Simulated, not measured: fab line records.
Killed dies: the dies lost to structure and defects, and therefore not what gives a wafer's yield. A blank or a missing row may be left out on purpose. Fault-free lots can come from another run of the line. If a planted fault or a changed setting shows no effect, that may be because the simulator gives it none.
A sampling plan put to the test    flow gf180mcu    52 faults told of in these records, all on one fab line, each judged by the records of the lots it struck
The plan consists of the line's own looks: route steps at which the wafer is read by a gauge or an inspection but not changed. Where struck wafers have a number at a look and the file lists that look's usual mean and standard deviation on fault-free wafers, the look can be judged. Caught: the struck wafers' mean, at a look after the fault's first step, is 4 or more of those standard deviations (sigma) away from the usual mean. On the tool: here the same test is run on the tool's own readings at the fault's steps. A different recipe on the struck wafers counts as caught too, as does a record blank only for those wafers.

== THE FAULTS, as the simulator had put them in ==
1. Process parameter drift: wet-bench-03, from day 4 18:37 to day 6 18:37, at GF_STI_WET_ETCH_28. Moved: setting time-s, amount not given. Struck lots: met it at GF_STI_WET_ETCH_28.
2. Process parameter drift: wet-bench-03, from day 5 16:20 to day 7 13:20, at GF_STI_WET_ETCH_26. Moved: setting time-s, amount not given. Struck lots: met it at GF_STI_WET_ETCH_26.
3. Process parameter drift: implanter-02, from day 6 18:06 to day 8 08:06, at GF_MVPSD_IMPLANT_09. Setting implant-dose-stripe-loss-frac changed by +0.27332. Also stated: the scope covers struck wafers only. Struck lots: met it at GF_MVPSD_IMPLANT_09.
4. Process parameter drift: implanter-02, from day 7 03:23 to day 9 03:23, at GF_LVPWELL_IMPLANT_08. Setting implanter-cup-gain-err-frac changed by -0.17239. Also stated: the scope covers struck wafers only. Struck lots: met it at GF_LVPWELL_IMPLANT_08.
5. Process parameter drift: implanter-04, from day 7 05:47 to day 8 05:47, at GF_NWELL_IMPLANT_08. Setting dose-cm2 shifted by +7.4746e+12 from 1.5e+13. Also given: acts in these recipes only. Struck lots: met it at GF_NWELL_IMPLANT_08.
6. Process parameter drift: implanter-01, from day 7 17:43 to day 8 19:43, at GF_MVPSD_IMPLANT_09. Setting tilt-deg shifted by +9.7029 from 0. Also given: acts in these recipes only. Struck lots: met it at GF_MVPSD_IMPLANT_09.
7. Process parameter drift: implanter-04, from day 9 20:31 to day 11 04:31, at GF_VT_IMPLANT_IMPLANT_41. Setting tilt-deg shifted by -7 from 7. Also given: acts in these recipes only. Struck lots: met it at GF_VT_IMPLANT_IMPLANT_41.
8. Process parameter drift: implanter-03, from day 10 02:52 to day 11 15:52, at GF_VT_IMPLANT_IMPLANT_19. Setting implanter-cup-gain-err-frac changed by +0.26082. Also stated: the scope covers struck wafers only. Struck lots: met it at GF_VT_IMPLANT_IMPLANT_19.
9. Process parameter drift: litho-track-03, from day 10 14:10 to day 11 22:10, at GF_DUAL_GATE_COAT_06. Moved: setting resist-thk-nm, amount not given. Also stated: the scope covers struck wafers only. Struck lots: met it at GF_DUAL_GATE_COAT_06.
10. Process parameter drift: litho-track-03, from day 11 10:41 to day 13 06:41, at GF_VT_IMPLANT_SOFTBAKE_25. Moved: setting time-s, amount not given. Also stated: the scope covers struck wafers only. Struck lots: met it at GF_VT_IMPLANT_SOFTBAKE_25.
11. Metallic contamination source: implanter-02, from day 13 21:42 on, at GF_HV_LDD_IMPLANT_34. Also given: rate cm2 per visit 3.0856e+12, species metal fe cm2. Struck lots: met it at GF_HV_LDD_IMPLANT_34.
12. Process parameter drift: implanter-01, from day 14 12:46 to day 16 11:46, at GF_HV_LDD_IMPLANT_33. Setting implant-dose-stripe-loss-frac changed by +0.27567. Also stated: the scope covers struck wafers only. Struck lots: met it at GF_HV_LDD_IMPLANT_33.
13. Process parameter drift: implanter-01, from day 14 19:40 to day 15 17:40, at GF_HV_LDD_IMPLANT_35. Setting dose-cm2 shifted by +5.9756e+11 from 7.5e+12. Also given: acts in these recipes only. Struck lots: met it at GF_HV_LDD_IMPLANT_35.
14. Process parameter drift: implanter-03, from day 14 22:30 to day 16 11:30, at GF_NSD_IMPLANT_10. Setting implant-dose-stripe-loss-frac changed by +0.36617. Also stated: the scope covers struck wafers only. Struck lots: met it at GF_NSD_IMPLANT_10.
15. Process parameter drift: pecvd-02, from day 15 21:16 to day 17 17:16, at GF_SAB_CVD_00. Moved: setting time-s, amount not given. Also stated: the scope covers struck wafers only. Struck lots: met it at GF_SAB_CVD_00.
16. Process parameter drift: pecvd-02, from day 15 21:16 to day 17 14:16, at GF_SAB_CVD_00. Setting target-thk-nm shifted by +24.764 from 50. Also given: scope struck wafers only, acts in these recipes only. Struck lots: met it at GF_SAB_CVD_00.
17. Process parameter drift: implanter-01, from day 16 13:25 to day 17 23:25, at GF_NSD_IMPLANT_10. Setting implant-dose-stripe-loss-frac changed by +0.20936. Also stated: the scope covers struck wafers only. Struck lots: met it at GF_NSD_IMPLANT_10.
18. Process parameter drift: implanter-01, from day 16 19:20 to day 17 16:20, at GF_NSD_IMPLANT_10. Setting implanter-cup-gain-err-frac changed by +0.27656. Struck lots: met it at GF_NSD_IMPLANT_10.
19. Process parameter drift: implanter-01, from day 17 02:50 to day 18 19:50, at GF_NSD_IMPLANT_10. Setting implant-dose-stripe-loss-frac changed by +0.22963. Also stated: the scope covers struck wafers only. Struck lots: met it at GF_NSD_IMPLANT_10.
20. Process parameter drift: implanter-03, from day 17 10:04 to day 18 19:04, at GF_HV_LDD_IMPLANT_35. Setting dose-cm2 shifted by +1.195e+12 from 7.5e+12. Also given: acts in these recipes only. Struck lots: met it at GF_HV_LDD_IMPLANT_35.
21. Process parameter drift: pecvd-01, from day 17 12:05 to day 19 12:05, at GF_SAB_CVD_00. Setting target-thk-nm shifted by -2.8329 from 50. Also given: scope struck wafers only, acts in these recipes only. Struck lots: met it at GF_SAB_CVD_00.
22. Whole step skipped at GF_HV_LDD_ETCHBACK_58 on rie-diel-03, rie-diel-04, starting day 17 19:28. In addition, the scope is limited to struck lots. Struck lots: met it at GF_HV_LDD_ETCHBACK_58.
23. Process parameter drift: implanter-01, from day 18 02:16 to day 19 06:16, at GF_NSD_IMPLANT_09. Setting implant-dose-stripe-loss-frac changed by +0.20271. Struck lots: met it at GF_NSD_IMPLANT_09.
24. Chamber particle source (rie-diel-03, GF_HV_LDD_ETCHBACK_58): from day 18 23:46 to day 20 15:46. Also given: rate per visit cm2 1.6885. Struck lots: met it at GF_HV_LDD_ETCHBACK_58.
25. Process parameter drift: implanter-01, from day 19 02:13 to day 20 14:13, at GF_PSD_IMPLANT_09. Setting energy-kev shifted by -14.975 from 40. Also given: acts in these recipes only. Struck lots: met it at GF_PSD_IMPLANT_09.
26. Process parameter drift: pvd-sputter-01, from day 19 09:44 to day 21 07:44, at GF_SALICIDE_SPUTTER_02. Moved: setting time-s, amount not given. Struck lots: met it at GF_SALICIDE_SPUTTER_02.
27. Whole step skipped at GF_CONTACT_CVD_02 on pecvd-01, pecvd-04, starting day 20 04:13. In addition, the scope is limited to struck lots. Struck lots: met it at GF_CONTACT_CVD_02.
28. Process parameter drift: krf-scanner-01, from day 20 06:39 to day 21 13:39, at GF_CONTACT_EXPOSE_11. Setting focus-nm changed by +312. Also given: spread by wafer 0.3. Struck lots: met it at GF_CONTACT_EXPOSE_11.
29. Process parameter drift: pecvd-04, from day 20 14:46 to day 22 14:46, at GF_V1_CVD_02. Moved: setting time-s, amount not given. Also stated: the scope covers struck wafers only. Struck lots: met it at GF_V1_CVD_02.
30. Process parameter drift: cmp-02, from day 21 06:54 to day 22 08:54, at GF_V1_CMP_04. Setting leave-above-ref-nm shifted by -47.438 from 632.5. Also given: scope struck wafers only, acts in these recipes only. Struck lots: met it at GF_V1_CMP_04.
31. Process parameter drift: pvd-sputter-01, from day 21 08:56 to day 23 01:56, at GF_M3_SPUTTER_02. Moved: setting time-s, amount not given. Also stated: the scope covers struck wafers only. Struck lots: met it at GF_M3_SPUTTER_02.
32. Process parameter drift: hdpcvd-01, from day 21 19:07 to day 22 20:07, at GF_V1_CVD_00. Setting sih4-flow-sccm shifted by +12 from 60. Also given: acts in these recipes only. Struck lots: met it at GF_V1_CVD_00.
33. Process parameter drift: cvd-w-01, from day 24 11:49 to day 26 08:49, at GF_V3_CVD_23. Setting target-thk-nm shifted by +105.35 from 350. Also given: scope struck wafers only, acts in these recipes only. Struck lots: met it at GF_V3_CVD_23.
34. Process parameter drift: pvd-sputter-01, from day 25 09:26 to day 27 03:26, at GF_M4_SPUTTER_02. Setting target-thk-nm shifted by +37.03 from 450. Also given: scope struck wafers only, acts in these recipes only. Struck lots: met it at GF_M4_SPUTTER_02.
35. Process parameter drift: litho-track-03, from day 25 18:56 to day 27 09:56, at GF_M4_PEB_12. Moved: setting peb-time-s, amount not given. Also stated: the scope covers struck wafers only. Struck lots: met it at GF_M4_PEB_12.
36. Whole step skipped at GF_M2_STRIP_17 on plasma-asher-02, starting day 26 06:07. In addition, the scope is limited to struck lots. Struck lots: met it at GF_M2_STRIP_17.
37. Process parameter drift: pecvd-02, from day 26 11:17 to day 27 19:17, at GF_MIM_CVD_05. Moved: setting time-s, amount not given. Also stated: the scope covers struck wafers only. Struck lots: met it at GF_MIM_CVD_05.
38. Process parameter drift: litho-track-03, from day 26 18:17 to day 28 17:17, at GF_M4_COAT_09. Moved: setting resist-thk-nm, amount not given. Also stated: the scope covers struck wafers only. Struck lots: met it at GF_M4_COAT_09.
39. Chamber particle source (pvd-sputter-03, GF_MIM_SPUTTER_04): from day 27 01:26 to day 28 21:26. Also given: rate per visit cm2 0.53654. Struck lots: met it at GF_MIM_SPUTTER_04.
40. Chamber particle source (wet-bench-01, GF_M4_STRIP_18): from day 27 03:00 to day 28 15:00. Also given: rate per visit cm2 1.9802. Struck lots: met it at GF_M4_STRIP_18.
41. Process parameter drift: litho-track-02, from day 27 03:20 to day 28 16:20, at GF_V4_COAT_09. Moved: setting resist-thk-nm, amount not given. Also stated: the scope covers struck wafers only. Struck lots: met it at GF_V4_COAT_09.
42. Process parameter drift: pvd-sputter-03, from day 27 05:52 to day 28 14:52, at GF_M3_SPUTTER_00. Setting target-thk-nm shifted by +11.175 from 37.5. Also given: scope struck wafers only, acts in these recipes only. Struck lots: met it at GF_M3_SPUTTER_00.
43. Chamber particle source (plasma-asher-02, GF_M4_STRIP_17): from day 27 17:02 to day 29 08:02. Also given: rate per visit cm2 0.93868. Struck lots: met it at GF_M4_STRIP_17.
44. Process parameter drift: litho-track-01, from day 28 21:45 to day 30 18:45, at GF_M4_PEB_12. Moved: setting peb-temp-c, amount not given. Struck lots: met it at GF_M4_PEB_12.
45. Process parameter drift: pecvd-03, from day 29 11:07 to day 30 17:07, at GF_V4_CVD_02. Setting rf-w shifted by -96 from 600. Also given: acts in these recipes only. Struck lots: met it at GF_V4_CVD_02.
46. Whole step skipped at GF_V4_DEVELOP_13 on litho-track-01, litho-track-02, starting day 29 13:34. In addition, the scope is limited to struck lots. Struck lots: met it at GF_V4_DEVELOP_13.
47. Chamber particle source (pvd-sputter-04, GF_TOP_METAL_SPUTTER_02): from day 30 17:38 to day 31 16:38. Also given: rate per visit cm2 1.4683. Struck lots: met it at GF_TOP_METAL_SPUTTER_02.
48. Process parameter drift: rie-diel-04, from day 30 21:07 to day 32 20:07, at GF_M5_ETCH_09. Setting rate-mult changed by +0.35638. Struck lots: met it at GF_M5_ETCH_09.
49. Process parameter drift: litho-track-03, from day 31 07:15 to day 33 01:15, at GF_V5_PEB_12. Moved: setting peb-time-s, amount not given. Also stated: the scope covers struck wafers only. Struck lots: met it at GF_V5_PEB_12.
50. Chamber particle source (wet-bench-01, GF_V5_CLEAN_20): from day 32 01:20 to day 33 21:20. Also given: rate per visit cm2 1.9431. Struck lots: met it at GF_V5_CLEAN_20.
51. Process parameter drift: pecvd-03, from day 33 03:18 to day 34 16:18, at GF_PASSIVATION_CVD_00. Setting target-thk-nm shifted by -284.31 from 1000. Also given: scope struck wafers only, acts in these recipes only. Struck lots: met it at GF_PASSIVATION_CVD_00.
52. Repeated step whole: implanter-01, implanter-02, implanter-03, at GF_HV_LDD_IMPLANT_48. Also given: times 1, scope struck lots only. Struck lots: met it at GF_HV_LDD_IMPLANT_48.

== WHAT THE PLAN SAW ==
fault  on the tool itself                                first look that catches it                       reading, sigma                                              median hours from its first step to that look  hours from the fault's start to the first struck lot there  judged looks passed uncaught
1      run-length-s -8.3 sigma                           none of the 4 looks that can be judged after it  -                                                           -                                              -                                                           4
2      run-length-s -44 sigma                            no look after it can be judged                   -                                                           -                                              -                                                           0
3      under 2 sigma                                     none of the 5 looks that can be judged after it  -                                                           -                                              -                                                           5
4      beam-on-s +9.9 sigma                              GF_VT_IMPLANT_RS_MEAS_48                         LVPWELL_RS -41                                              107.8                                          113                                                         2
5      dose-ions-cm2 +99 or beyond sigma                 GF_NWELL_TW_MEAS_11                              NWELL_TW +8.3                                               0.4                                            9                                                           0
6      tilt-deg +99 or beyond sigma                      no look after it can be judged                   -                                                           -                                              -                                                           0
7      tilt-deg -99 or beyond sigma                      GF_VT_IMPLANT_TW_MEAS_43                         VT_IMPLANT_4_TW -28                                         0.2                                            2                                                           0
8      faraday-current-uA +13 sigma                      GF_VT_IMPLANT_TW_MEAS_21                         VT_IMPLANT_2_TW -16                                         0.2                                            4                                                           0
9      no reading that can be judged                     not the one look that can be judged after it     -                                                           -                                              -                                                           1
10     heater-power-total-W +99 or beyond sigma          not the one look that can be judged after it     -                                                           -                                              -                                                           1
11     no reading that can be judged                     no look after it can be judged                   -                                                           -                                              -                                                           0
12     under 2 sigma                                     none of the 3 looks that can be judged after it  strongest: HV_LDD_RS at GF_HV_LDD_RS_MEAS_53, +3.0          -                                              -                                                           3
13     dose-ions-cm2 +74 sigma                           no look after it can be judged                   -                                                           -                                              -                                                           0
14     no reading that can be judged                     none of the 9 looks that can be judged after it  -                                                           -                                              -                                                           9
15     under 2 sigma                                     GF_SAB_THK_MEAS_01                               SAB_CVD_00_THK -5.2                                         0.0                                            3                                                           0
16     under 2 sigma                                     GF_SAB_THK_MEAS_01                               SAB_CVD_00_THK +40                                          0.0                                            3                                                           0
17     no reading that can be judged                     GF_PSD_RS_MEAS_14                                NSD_RS +6.8                                                 23.4                                           28                                                          0
18     faraday-current-uA +12 sigma                      GF_PSD_RS_MEAS_14                                NSD_RS +14                                                  23.9                                           26                                                          0
19     under 2 sigma                                     GF_PSD_RS_MEAS_14                                NSD_RS +8.7                                                 24.2                                           30                                                          0
20     dose-ions-cm2 +99 or beyond sigma                 not the one look that can be judged after it     strongest: HV_LDD_RS at GF_HV_LDD_RS_MEAS_53, -2.8          -                                              -                                                           1
21     under 2 sigma                                     GF_SAB_THK_MEAS_01                               SAB_CVD_00_THK -4.3                                         0.0                                            9                                                           0
22     the tool's record is blank for the struck wafers  no look after it can be judged                   -                                                           -                                              -                                                           0
23     no reading that can be judged                     GF_PSD_RS_MEAS_14                                NSD_RS +6.9                                                 25.2                                           30                                                          1
24     under 2 sigma                                     not the one look that can be judged after it     -                                                           -                                              -                                                           1
25     beam-energy-keV -99 or beyond sigma               GF_PSD_TW_MEAS_11                                PSD_TW -16                                                  0.2                                            15                                                          0
26     under 2 sigma                                     none of the 2 looks that can be judged after it  strongest: SALICIDE_TIN_RS at GF_SALICIDE_RS_MEAS_04, +3.2  -                                              -                                                           2
27     the tool's record is blank for the struck wafers  not the one look that can be judged after it     strongest: CONTACT_BOW at GF_CONTACT_BOW_MEAS_05, -3.0      -                                              -                                                           1
28     exposure-dose-mJ-cm2 +10 sigma                    GF_CONTACT_CD_MEAS_14                            cd-nm -6.5                                                  11.9                                           36                                                          0
29     run-length-s +18 sigma                            GF_V1_THK_MEAS_03                                V1_CVD_02_THK +7.4                                          0.1                                            22                                                          0
30     time-to-endpoint-s +4.0 sigma                     no look after it can be judged                   -                                                           -                                              -                                                           0
31     under 2 sigma                                     GF_M3_RS_MEAS_05                                 M3_ALCU_RS -22                                              0.1                                            17                                                          0
32     sih4-flow-sccm +75 sigma                          GF_V1_THK_MEAS_01                                V1_CVD_00_THK +18                                           0.1                                            7                                                           0
33     under 2 sigma                                     GF_V3_RS_MEAS_24                                 V3_W_RS -18                                                 0.1                                            4                                                           0
34     under 2 sigma                                     GF_M4_RS_MEAS_05                                 M4_ALCU_RS -5.0                                             0.1                                            17                                                          0
35     heater-power-total-W +99 or beyond sigma          GF_M4_CD_MEAS_14                                 cd-nm +12                                                   0.3                                            13                                                          0
36     no reading that can be judged                     no look after it can be judged                   -                                                           -                                              -                                                           0
37     under 2 sigma                                     GF_MIM_THK_MEAS_06                               MIM_CVD_05_THK -4.7                                         0.0                                            20                                                          0
38     under 2 sigma                                     no look after it can be judged                   -                                                           -                                              -                                                           0
39     under 2 sigma                                     none of the 2 looks that can be judged after it  -                                                           -                                              -                                                           2
40     no reading that can be judged                     not the one look that can be judged after it     -                                                           -                                              -                                                           1
41     no reading that can be judged                     GF_V4_CD_MEAS_14                                 cd-nm -5.2                                                  10.3                                           18                                                          0
42     under 2 sigma                                     no look after it can be judged                   -                                                           -                                              -                                                           0
43     under 2 sigma                                     not the one look that can be judged after it     -                                                           -                                              -                                                           1
44     heater-power-total-W -42 sigma                    GF_M4_CD_MEAS_14                                 cd-nm +11                                                   0.3                                            2                                                           0
45     rf-fwd-power-W -48 sigma                          none of the 2 looks that can be judged after it  strongest: V4_CVD_02_THK at GF_V4_THK_MEAS_03, -3.4         -                                              -                                                           2
46     no reading that can be judged                     no look after it can be judged                   -                                                           -                                              -                                                           0
47     under 2 sigma                                     no look after it can be judged                   -                                                           -                                              -                                                           0
48     oes-product-au +28 sigma                          no look after it can be judged                   -                                                           -                                              -                                                           0
49     heater-power-total-W +44 sigma                    none of the 2 looks that can be judged after it  -                                                           -                                              -                                                           2
50     no reading that can be judged                     no look after it can be judged                   -                                                           -                                              -                                                           0
51     under 2 sigma                                     GF_PASSIVATION_THK_MEAS_01                       PASSIVATION_CVD_00_THK -21                                  0.1                                            15                                                          0
52     under 2 sigma                                     GF_HV_LDD_TW_MEAS_50                             HV_LDD_4_TW +29                                             0.7                                            -                                                           0
A dash: the fault isn't caught, or these records don't give the number.

Caught at a look: 24 of 52. Caught on the tool: 23 of 52. By one or the other: 36 of 52.
On the tool alone, faults 1, 2, 6, 10, 13, 20, 22, 27, 30, 45, 48, 49 were caught.
Caught at a look alone: faults 15, 16, 17, 19, 21, 23, 31, 33, 34, 37, 41, 51, 52.
Caught by neither: faults 3, 9, 11, 12, 14, 24, 26, 36, 38, 39, 40, 42, 43, 46, 47, 50.

== THINNER SAMPLING ==
If the look that catches a fault measured only every second or every third lot, by lot number, the first struck lot would be measured this late in the worst case:
fault  struck lots at that look, in order of time  every lot  every second lot  every third lot
4      L265, L266, L268                            113 h      118 h             may miss all 3
5      L927, L928                                  9 h        10 h              may miss all 2
7      L122, L125                                  2 h        22 h              may miss all 2
8      L201, L203                                  4 h        may miss all 2    may miss all 2
15     L153, L154, L156                            3 h        13 h              may miss all 3
16     L119, L122                                  3 h        36 h              may miss all 2
17     L152, L153                                  28 h       32 h              may miss all 2
18     L432, L433, L434                            26 h       37 h              41 h
19     L893, L894, L895                            30 h       33 h              43 h
21     L571, L573                                  9 h        may miss all 2    may miss all 2
23     L274, L275                                  30 h       39 h              may miss all 2
25     L922, L924                                  15 h       may miss all 2    may miss all 2
28     L463                                        36 h       may miss it       may miss it
29     L751                                        22 h       may miss it       may miss it
31     L133, L135                                  17 h       may miss all 2    may miss all 2
32     L886, L887                                  7 h        17 h              may miss all 2
33     L782                                        4 h        may miss it       may miss it
34     L906                                        17 h       may miss it       may miss it
35     L152                                        13 h       may miss it       may miss it
37     L778                                        20 h       may miss it       may miss it
41     L750, L751                                  18 h       28 h              may miss all 2
44     L970, L972                                  2 h        may miss all 2    may miss all 2
51     L390, L393                                  15 h       33 h              may miss all 2
Hours count from the start of the fault until the first struck lot that is measured. Since the struck wafers were tested as one group against 4 sigma, a single lot by itself may lie under the limit. Other struck lots may not be in these records.

== THE LONGEST TIMED WAY FROM STEP TO LOOK ==
In fault 4, a median of 107.8 hours elapses between GF_LVPWELL_IMPLANT_08 and GF_VT_IMPLANT_RS_MEAS_48. The looks between them that can be judged stayed within 4 sigma: GF_LVPWELL_TW_MEAS_11, GF_MVPSD_OVL_MEAS_07.
